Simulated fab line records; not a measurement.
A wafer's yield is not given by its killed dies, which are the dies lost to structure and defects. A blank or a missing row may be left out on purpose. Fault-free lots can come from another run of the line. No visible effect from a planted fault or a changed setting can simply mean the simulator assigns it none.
Chamber matching | flow gf180mcu | GF_DUAL_GATE_WET_ETCH_12 on wetBench-04: 3 sister chambers
The step etches SiO2 in dHF, target depth 13 nm, time 260 s. 3 wafers are shown with their chamber, then 7 later ones without.

== WAFERS WITH THEIR CHAMBER ==
wafer  | chamber | bathHeatDutyPct (%)
L694.5 | 2       | 6.4
L710.6 | 3       | 6.0
L711.5 | 1       | 6.6

== WAFERS WHOSE CHAMBER IS MISSING ==
wafer  | bathHeatDutyPct (%)
L711.6 | 6.7
L712.1 | 6.2
L712.3 | 6.3
L712.4 | 7.3
L713.2 | 6.8
L713.3 | 6.5
L713.5 | 6.2

== THE CHAMBER EACH PASSED THROUGH ==
wafer  | from the rows above          | in truth
L711.6 | can't be placed: 1 or 2 or 3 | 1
L712.1 | can't be placed: 2 or 3 or 1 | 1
L712.3 | can't be placed: 2 or 1 or 3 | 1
L712.4 | can't be placed: 1 or 2 or 3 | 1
L713.2 | can't be placed: 1 or 2 or 3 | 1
L713.3 | can't be placed: 1 or 2 or 3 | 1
L713.5 | can't be placed: 2 or 3 or 1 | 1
0 of 7 placed correctly. These rows do not allow placing 7 (true chamber among the candidates in 7). Placed wrongly: 0.
How it was worked out, from the rows above alone: a wafer's distance from a chamber is the root of the sum, over the readings, of the square of ((its reading less the chamber's mean) divided by the reading's scatter). The wafer belongs to the nearest chamber; if the next one is less than 2 further off, it can't be placed. For every chamber, the mean is computed from those of its wafers that are shown. The scatter: root of mean squared gap, hidden wafer to nearest shown wafer, with one shown wafer a chamber.
